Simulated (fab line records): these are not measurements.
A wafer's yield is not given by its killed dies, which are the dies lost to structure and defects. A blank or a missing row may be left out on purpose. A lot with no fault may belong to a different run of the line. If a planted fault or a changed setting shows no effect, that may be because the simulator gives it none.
Which tool was responsible? | flow sky130 | 7 lots with 21 wafers sampled at 2 steps, on a route of 708 steps

WHAT THE GAUGES SHOWED, per wafer
SKY_POLY_GATE_THK_MEAS_04.
lot  | measured     | on            | POLY_GATE_CVD_03_THK (nm)
L983 | day 16 10:52 | film metro-02 | 76.6 76.8 76.4
L984 | day 17 06:46 | film metro-02 | 75.9 75.9 76.2
L990 | day 19 06:45 | film metro-04 | 75.2 76.0 75.5
L995 | day 21 15:07 | film metro-02 | 74.2 73.4 73.7
L996 | day 21 21:24 | film metro-04 | 74.8 74.2 75.2
L999 | day 22 08:29 | film metro-04 | 73.6 73.6 73.4
L101 | day 23 00:04 | film metro-02 | 74.6 74.5 74.4

WHICH TOOL RAN EACH LOT (tool, then ch and the chambers of the sampled wafers, then the start)
lot  | SKY_RES_PROTECT_STRIP_07
L983 | plasma asher-01 ch 0,1, day 16 09:17
L984 | plasma asher-01 ch 0,1, day 17 05:11
L990 | plasma asher-03 ch 0,1, day 19 05:11
L995 | plasma asher-04 ch 0,1, day 21 13:32
L996 | plasma asher-03 ch 0,1, day 21 19:50
L999 | plasma asher-03 ch 0,1, day 22 06:56
L101 | plasma asher-04 ch 0,1, day 22 22:29
- SKY_RES_PROTECT_STRIP_07: strips in O2/N2.

THE ANSWER, worked out from the rows above alone
Rule: usual is defined by the lots themselves. Put in order of their means at a reading, lots are off if they are a third of the lots or fewer, leave a main group of 4 or more, and stand apart from it by a gap of 3 or more times the standard deviation of the main group's means; of several such gaps the widest counts. A main group is skipped when, at the precision printed for the reading in the tables above, its means are all equal. A lot without any number at a reading at which 4 lots or more have one is off too. All remaining lots with rows at the step are treated as sound.
No lot is off at any reading shown: from this, nothing can be told.

WHAT THE SIMULATOR HAD PUT IN
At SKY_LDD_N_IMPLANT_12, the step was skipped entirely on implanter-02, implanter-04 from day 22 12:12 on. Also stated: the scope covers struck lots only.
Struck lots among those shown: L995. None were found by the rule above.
